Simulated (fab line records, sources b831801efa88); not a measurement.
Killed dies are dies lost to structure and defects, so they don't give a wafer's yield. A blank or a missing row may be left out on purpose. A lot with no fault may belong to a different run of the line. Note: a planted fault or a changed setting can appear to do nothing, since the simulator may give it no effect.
Which of the tools did it? / flow gf180mcu / 14 lots with 42 wafers sampled at 4 steps, on a route of 602 steps

## WHAT THE GAUGES READ, wafer by wafer
GF_V1_THK_MEAS_25: measures by xrf.
lot=L765; measured=day 17 21:20; on=film-metro-02; V1_W_THK (nm)=344 347 333
lot=L766; measured=day 18 10:47; on=film-metro-04; V1_W_THK (nm)=335 335 338
lot=L767; measured=day 19 00:48; on=film-metro-04; V1_W_THK (nm)=338 336 334
lot=L769; measured=day 19 18:01; on=film-metro-04; V1_W_THK (nm)=335 334 337
lot=L770; measured=day 20 01:58; on=film-metro-02; V1_W_THK (nm)=335 337 339
lot=L775; measured=day 22 00:19; on=film-metro-03; V1_W_THK (nm)=329 328 327
lot=L782; measured=day 24 11:30; on=film-metro-04; V1_W_THK (nm)=336 334 334
lot=L783; measured=day 24 13:59; on=film-metro-03; V1_W_THK (nm)=324 328 327
lot=L784; measured=day 24 22:58; on=film-metro-04; V1_W_THK (nm)=348 340 348
lot=L785; measured=day 25 08:25; on=film-metro-04; V1_W_THK (nm)=322 327 325
lot=L787; measured=day 25 23:43; on=film-metro-02; V1_W_THK (nm)=342 342 335
lot=L788; measured=day 26 05:26; on=film-metro-04; V1_W_THK (nm)=343 339 347

## TOOL THAT RAN EACH LOT (tool first, then ch and the chambers of the sampled wafers, then the start)
lot=L765; GF_VT_IMPLANT_DEVELOP_17=litho-track-02 ch 0, day 6 05:31; GF_SAB_CVD_00=pecvd-02 ch 1,2, day 14 00:56; GF_CONTACT_SPUTTER_23=pvd-sputter-03, day 15 21:35
lot=L766; GF_VT_IMPLANT_DEVELOP_17=litho-track-01 ch 0, day 6 12:39; GF_SAB_CVD_00=pecvd-02 ch 0,2, day 14 13:06; GF_CONTACT_SPUTTER_23=pvd-sputter-02, day 16 09:56
lot=L767; GF_VT_IMPLANT_DEVELOP_17=litho-track-04 ch 0, day 6 17:41; GF_SAB_CVD_00=pecvd-02 ch 0,1,2, day 15 01:08; GF_CONTACT_SPUTTER_23=pvd-sputter-01, day 16 22:41
lot=L769; GF_VT_IMPLANT_DEVELOP_17=litho-track-02 ch 0, day 7 06:44; GF_SAB_CVD_00=pecvd-04 ch 0,1,2, day 15 14:59; GF_CONTACT_SPUTTER_23=pvd-sputter-02, day 17 14:50
lot=L770; GF_VT_IMPLANT_DEVELOP_17=litho-track-04 ch 0, day 7 13:36; GF_SAB_CVD_00=pecvd-02 ch 1,2, day 16 00:02; GF_CONTACT_SPUTTER_23=pvd-sputter-01, day 17 23:05
lot=L771; GF_VT_IMPLANT_DEVELOP_17=litho-track-02, day 7 21:28; GF_SAB_CVD_00=-; GF_CONTACT_SPUTTER_23=-
lot=L772; GF_VT_IMPLANT_DEVELOP_17=litho-track-02, day 8 00:31; GF_SAB_CVD_00=-; GF_CONTACT_SPUTTER_23=-
lot=L775; GF_VT_IMPLANT_DEVELOP_17=litho-track-02 ch 0, day 8 19:49; GF_SAB_CVD_00=pecvd-03 ch 0,1,2, day 17 18:30; GF_CONTACT_SPUTTER_23=pvd-sputter-01, day 19 20:38
lot=L782; GF_VT_IMPLANT_DEVELOP_17=litho-track-04 ch 0, day 10 17:45; GF_SAB_CVD_00=pecvd-02 ch 1,2, day 20 09:44; GF_CONTACT_SPUTTER_23=pvd-sputter-01, day 22 11:19
lot=L783; GF_VT_IMPLANT_DEVELOP_17=litho-track-02 ch 0, day 10 22:16; GF_SAB_CVD_00=pecvd-02 ch 0,1,2, day 20 12:50; GF_CONTACT_SPUTTER_23=pvd-sputter-03, day 22 13:50
lot=L784; GF_VT_IMPLANT_DEVELOP_17=litho-track-01 ch 0, day 11 04:22; GF_SAB_CVD_00=pecvd-02 ch 1,2, day 20 21:48; GF_CONTACT_SPUTTER_23=pvd-sputter-03, day 22 23:20
lot=L785; GF_VT_IMPLANT_DEVELOP_17=litho-track-02 ch 0, day 11 15:52; GF_SAB_CVD_00=pecvd-04 ch 1,2, day 21 09:30; GF_CONTACT_SPUTTER_23=pvd-sputter-02, day 23 09:31
lot=L787; GF_VT_IMPLANT_DEVELOP_17=litho-track-04 ch 0, day 12 00:53; GF_SAB_CVD_00=pecvd-02 ch 0,2, day 21 23:19; GF_CONTACT_SPUTTER_23=pvd-sputter-02, day 23 23:26
lot=L788; GF_VT_IMPLANT_DEVELOP_17=litho-track-02 ch 0, day 12 06:37; GF_SAB_CVD_00=pecvd-04 ch 0,1,2, day 22 07:41; GF_CONTACT_SPUTTER_23=pvd-sputter-02, day 24 07:29
- GF_VT_IMPLANT_DEVELOP_17: develop time 60 s.
- GF_SAB_CVD_00: deposits SiO2 from TEOS, target thk 50 nm, time 4.9302 s.
- GF_CONTACT_SPUTTER_23: material TiN, target thk 10 nm, time 40 s.

## AS READ BY THE TOOLS THEMSELVES (means over the sampled wafers that have a number; for cases with no such wafer, the mark the record gives instead)
GF_VT_IMPLANT_DEVELOP_17.
lot=L765; tool=litho-track-02; chill-plate-temp-C (C)=23.17
lot=L766; tool=litho-track-01; chill-plate-temp-C (C)=22.96
lot=L767; tool=litho-track-04; chill-plate-temp-C (C)=23.07
lot=L769; tool=litho-track-02; chill-plate-temp-C (C)=23.04
lot=L770; tool=litho-track-04; chill-plate-temp-C (C)=23.05
lot=L771; tool=litho-track-02; chill-plate-temp-C (C)=-
lot=L772; tool=litho-track-02; chill-plate-temp-C (C)=-
lot=L775; tool=litho-track-02; chill-plate-temp-C (C)=22.99
lot=L782; tool=litho-track-04; chill-plate-temp-C (C)=23.05
lot=L783; tool=litho-track-02; chill-plate-temp-C (C)=23.11
lot=L784; tool=litho-track-01; chill-plate-temp-C (C)=23.01
lot=L785; tool=litho-track-02; chill-plate-temp-C (C)=23.05
lot=L787; tool=litho-track-04; chill-plate-temp-C (C)=23.02
lot=L788; tool=litho-track-02; chill-plate-temp-C (C)=23.02

GF_SAB_CVD_00.
lot=L765; tool=pecvd-02; heater-power-w (W)=603
lot=L766; tool=pecvd-02; heater-power-w (W)=607
lot=L767; tool=pecvd-02; heater-power-w (W)=615
lot=L769; tool=pecvd-04; heater-power-w (W)=629
lot=L770; tool=pecvd-02; heater-power-w (W)=649
lot=L775; tool=pecvd-03; heater-power-w (W)=655
lot=L782; tool=pecvd-02; heater-power-w (W)=651
lot=L783; tool=pecvd-02; heater-power-w (W)=668
lot=L784; tool=pecvd-02; heater-power-w (W)=604
lot=L785; tool=pecvd-04; heater-power-w (W)=689
lot=L787; tool=pecvd-02; heater-power-w (W)=622
lot=L788; tool=pecvd-04; heater-power-w (W)=615

GF_CONTACT_SPUTTER_23.
lot=L765; tool=pvd-sputter-03; chamber-pressure-pa (Pa)=4.787; throttle-valve-pct (%)=30.9
lot=L766; tool=pvd-sputter-02; chamber-pressure-pa (Pa)=4.791; throttle-valve-pct (%)=31.3
lot=L767; tool=pvd-sputter-01; chamber-pressure-pa (Pa)=4.803; throttle-valve-pct (%)=30.7
lot=L769; tool=pvd-sputter-02; chamber-pressure-pa (Pa)=4.785; throttle-valve-pct (%)=29.5
lot=L770; tool=pvd-sputter-01; chamber-pressure-pa (Pa)=4.794; throttle-valve-pct (%)=30.5
lot=L775; tool=pvd-sputter-01; chamber-pressure-pa (Pa)=4.795; throttle-valve-pct (%)=30.7
lot=L782; tool=pvd-sputter-01; chamber-pressure-pa (Pa)=4.793; throttle-valve-pct (%)=30.5
lot=L783; tool=pvd-sputter-03; chamber-pressure-pa (Pa)=4.784; throttle-valve-pct (%)=30.5
lot=L784; tool=pvd-sputter-03; chamber-pressure-pa (Pa)=4.790; throttle-valve-pct (%)=30.8
lot=L785; tool=pvd-sputter-02; chamber-pressure-pa (Pa)=4.791; throttle-valve-pct (%)=30.4
lot=L787; tool=pvd-sputter-02; chamber-pressure-pa (Pa)=4.785; throttle-valve-pct (%)=30.5
lot=L788; tool=pvd-sputter-02; chamber-pressure-pa (Pa)=4.786; throttle-valve-pct (%)=30.5

## THE ANSWER, worked out from the rows above alone
Rule: what is usual is taken from the lots themselves. Put in order of their means at a reading, lots are off if they are a third of the lots or fewer, leave a main group of 4 or more, and stand apart from it by a gap of 3 or more times the standard deviation of the main group's means; of several such gaps the widest counts. Not used: any main group whose means are identical at the precision the tables above print for the reading. Also off: a lot with no number at a reading for which 4 or more lots have one. Where the step has rows for the other lots, those lots are counted as sound. After the gauges, taken in route order, come the tools' own readings; for these a lot's mean is taken, as printed above. The first step at which some lot is off is used, and at that step the reading that is off furthest; a lot without a number counts as furthest.
Off at GF_VT_IMPLANT_DEVELOP_17 (chill-plate-temp-C): L771, L772. Without a number there: L771, L772. Mean 23.05 C and standard deviation 0.053 in the main group.
A tool fits if, at that step or a process step before it, it ran every lot that is off, and no sound lot after the first of them. None of those tried fits.

## WHAT THE SIMULATOR HAD INSERTED
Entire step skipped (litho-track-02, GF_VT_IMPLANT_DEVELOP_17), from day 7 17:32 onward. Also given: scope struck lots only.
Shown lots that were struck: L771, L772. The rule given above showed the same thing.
